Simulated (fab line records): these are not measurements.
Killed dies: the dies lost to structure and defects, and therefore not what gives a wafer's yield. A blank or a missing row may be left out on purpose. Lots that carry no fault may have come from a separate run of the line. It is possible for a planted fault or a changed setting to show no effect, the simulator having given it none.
Which of the tools did it? -- flow gf180mcu -- 12 lots, 36 wafers sampled, at 4 steps of a route of 602

== WHAT THE GAUGES READ, wafer by wafer ==
GF_CONTACT_THK_MEAS_01.
lot,measured,on,CONTACT_CVD_00_THK (nm)
L767,day 15 02:28,filmMetro-03,298 301 300
L768,day 15 13:00,filmMetro-01,302 301 300
L769,day 15 18:14,filmMetro-03,299 300 298
L774,day 17 14:50,filmMetro-04,300 298 298
L775,day 18 03:02,filmMetro-01,299 298 297
L777,day 18 19:14,filmMetro-03,298 294 296
L781,day 20 17:38,filmMetro-04,148 296 150
L783,day 21 03:46,filmMetro-03,300 298 300
L787,day 22 11:16,filmMetro-03,302 305 308
L788,day 22 15:07,filmMetro-03,304 303 305
L789,day 22 18:16,filmMetro-03,303 305 301
L790,day 23 05:20,filmMetro-01,299 300 301

GF_CONTACT_BOW_MEAS_05.
lot,measured,on,CONTACT_BOW (um)
L767,day 15 02:58,filmMetro-03,58 67 52
L768,day 15 13:29,filmMetro-01,67 57 63
L769,day 15 18:44,filmMetro-03,73 59 66
L774,day 17 15:19,filmMetro-03,54 62 48
L775,day 18 03:34,filmMetro-04,61 64 66
L777,day 18 19:44,filmMetro-04,69 67 62
L781,day 20 18:08,filmMetro-03,66 67 69
L783,day 21 04:16,filmMetro-04,61 65 56
L787,day 22 12:04,filmMetro-04,59 64 62
L788,day 22 15:37,filmMetro-01,68 62 68
L789,day 22 18:45,filmMetro-01,74 68 61
L790,day 23 05:50,filmMetro-01,51 56 52

== TOOL THAT RAN EACH LOT (tool first, then ch and the chambers of the sampled wafers, then the start) ==
lot,GF_SALICIDE_SPUTTER_03,GF_CONTACT_CVD_00
L767,"pvdSputter-01, day 15 01:54","hdpcvd-01 ch 0,2, day 15 02:24"
L768,"pvdSputter-04, day 15 12:26","hdpcvd-02 ch 0,1, day 15 12:56"
L769,"pvdSputter-02, day 15 17:41","hdpcvd-02 ch 0,2, day 15 18:11"
L774,"pvdSputter-04, day 17 14:17","hdpcvd-02 ch 1,2, day 17 14:47"
L775,"pvdSputter-01, day 18 02:29","hdpcvd-02 ch 0,2, day 18 02:59"
L777,"pvdSputter-04, day 18 18:34","hdpcvd-02 ch 0,1,2, day 18 19:10"
L781,"pvdSputter-01, day 20 17:05","hdpcvd-02 ch 0,2, day 20 17:35"
L783,"pvdSputter-02, day 21 03:13","hdpcvd-01 ch 0,1, day 21 03:44"
L787,"pvdSputter-02, day 22 10:35","hdpcvd-01 ch 0,1,2, day 22 11:13"
L788,"pvdSputter-02, day 22 14:33","hdpcvd-01 ch 0,1,2, day 22 15:04"
L789,"pvdSputter-01, day 22 17:43","hdpcvd-01 ch 0,1, day 22 18:13"
L790,"pvdSputter-04, day 23 04:47","hdpcvd-01 ch 1,2, day 23 05:17"
- GF_SALICIDE_SPUTTER_03: material TiN, target thk 20 nm, time 16.7 s.
- GF_CONTACT_CVD_00: deposits SiO2, target thk 300 nm, time 50 s.

== AS READ BY THE TOOLS THEMSELVES (means over the sampled wafers that have a number; for cases with no such wafer, the mark the record gives instead) ==
GF_SALICIDE_SPUTTER_03.
lot,tool,throttleValvePct (%)
L767,pvdSputter-01,30.9
L768,pvdSputter-04,29.2
L769,pvdSputter-02,30.8
L774,pvdSputter-04,29.6
L775,pvdSputter-01,31.0
L777,pvdSputter-04,29.4
L781,pvdSputter-01,31.3
L783,pvdSputter-02,30.0
L787,pvdSputter-02,30.3
L788,pvdSputter-02,30.2
L789,pvdSputter-01,30.9
L790,pvdSputter-04,29.8

GF_CONTACT_CVD_00.
lot,tool,sih4FlowSccm (sccm)
L767,hdpcvd-01,60.00
L768,hdpcvd-02,60.27
L769,hdpcvd-02,59.90
L774,hdpcvd-02,59.84
L775,hdpcvd-02,60.05
L777,hdpcvd-02,60.09
L781,hdpcvd-02,39.92
L783,hdpcvd-01,59.98
L787,hdpcvd-01,60.04
L788,hdpcvd-01,59.93
L789,hdpcvd-01,59.90
L790,hdpcvd-01,59.87

== THE ANSWER, worked out from the rows above alone ==
Rule: the lots themselves supply what counts as usual. The widest of any qualifying gaps counts: lots, ordered by their means at a reading, are off when they make up no more than a third of the lots, leave a main group of 4 or more, and stand apart from it by 3 or more times the standard deviation of that group's means. A main group whose means are all the same, to the digits that the tables above print for the reading, isn't used. A lot without any number at a reading at which 4 lots or more have one is off too. All remaining lots with rows at the step are treated as sound. Order of review: gauges by route order, followed by the tools' own readings, for which a lot's mean as printed above is used. At the first step where some lot is off, the reading lying furthest off is the one used; lots without a number count as furthest.
Off: L781, seen at GF_CONTACT_THK_MEAS_01 (CONTACT_CVD_00_THK). Main group: mean 300 nm, sd 2.6.
If a tool, at a process step before that reading, ran all the lots that are off and no sound lot after the first of them, it fits. Not tried: the gauges at GF_CONTACT_THK_MEAS_01; whatever is off there is also off at GF_CONTACT_CVD_00, on other tools, and gauge error can't account for it. One fits: hdpcvd-02 at GF_CONTACT_CVD_00. A fault onset in the window from L777 (day 18 19:10, its last sound lot) to L781 (day 20 17:35, its first lot off) fits.
The tool's own readings at GF_CONTACT_CVD_00 bear it out: on the lots that are off they differ by more than 5 times the standard deviation of the sound lots' means. sih4FlowSccm reads 39.92 sccm there against 59.99 sccm on the sound lots.

== WHAT HAD BEEN PUT IN BY THE SIMULATOR ==
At GF_CONTACT_CVD_00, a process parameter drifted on hdpcvd-02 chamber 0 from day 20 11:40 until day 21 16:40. The setting sih4FlowSccm was moved by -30, starting from 60. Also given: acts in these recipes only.
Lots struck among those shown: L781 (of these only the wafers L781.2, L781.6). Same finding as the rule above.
